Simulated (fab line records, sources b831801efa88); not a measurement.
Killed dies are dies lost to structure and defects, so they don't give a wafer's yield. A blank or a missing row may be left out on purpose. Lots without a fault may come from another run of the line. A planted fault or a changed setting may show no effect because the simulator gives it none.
A struck lot beside a sound one | flow gf180mcu | 15 steps out of a route of 602
Sound: wafers L879.1, L879.4, L879.6. Struck: wafers L886.1, L886.2, L886.3. The cause comes at the end.
At each step with rows: each side's tool, then ch and its chambers, then its first start. Under that, the readings that differ: sound wafers | struck wafers | difference of the means | sigmas: that difference in standard deviations of wafers without a fault.
alike: readings whose means differ by less than 2 such deviations, and words and numbers that are the same on both sides. not compared: withheld readings, readings that some wafer has no value for, bounds like >300 that may hide the same value, and numbers for which the record gives no deviation and whose values overlap.
The two part at a step that has a row with sigmas, a row that says differs or no value, or rows on one side only. Numbers that don't overlap but have no deviation are shown without sigmas and don't part them. A reading that every wafer of one side lacks parts them only if that side has two wafers or more.

first, 2 steps without rows for these wafers: GF_MVSD_IMPLANT_08; GF_MVSD_IMPLANT_09.
GF_MVSD_STRIP_10: strips in O2/N2.
  sound on plasma_asher-02 ch 0,1, day 4 22:47; struck on plasma_asher-04 ch 0,1, day 6 13:17
  alike: drypump_motor_current_A, heater_power_w, oes_product_au, strip_time_to_endpoint_s
  not compared: rf_hours_counter_h
GF_MVSD_TW_MEAS_11:
  sound on film_metro-01, day 4 22:53; struck on film_metro-01, day 6 13:23
  alike: MVSD_TW
then, 7 steps without rows for these wafers: GF_MVPSD_DEHYDRATE_00 (time 60 s); GF_MVPSD_HMDS_01 (prime time 60 s); GF_MVPSD_COAT_02 (resist thk 3000 nm); GF_MVPSD_SOFTBAKE_03; GF_MVPSD_EXPOSE_04 (exposes mask MVPSD, target cd 1000 nm); GF_MVPSD_PEB_05; GF_MVPSD_DEVELOP_06 (develop time 60 s).
GF_MVPSD_OVL_MEAS_07:
  sound on overlay-02, day 5 12:55; struck on overlay-01, day 7 05:07
  reading        | sound          | struck      | difference | sigmas
  MVPSD_OVL (nm) | -1.5 -0.1 -0.5 | 4.0 2.7 3.3 | +4.0       | +2
GF_MVPSD_IMPLANT_08:
  sound on implanter-01 ch 0, day 5 12:57; struck on implanter-04 ch 0, day 7 05:09
  reading                   | sound                | struck               | difference | sigmas
  beam_energy_keV           | 170.05 170.00 169.95 | 175.07 175.10 174.99 | +5.05      | +78
  model.implant.drp_nm (nm) | 102.4 102.4 102.4    | 103.2 103.2 103.2    | +0.8       |
  alike: beam_on_s
then, 1 step without rows for these wafers: GF_MVPSD_IMPLANT_09.
-- the record jumps here: 25 days lie between the struck wafers' starts before and after (it left off in module MVPSD and takes up again in module PASSIVATION, whose first step shown is number 602 of the route) --
GF_PASSIVATION_PROBE_99:
  the record has rows for the struck wafers here (prober-02, day 31 23:08) and none for the sound ones

WHERE THEY PART
First at GF_MVPSD_OVL_MEAS_07; last, within this record, at GF_PASSIVATION_PROBE_99.

WHY: what the simulator had put in
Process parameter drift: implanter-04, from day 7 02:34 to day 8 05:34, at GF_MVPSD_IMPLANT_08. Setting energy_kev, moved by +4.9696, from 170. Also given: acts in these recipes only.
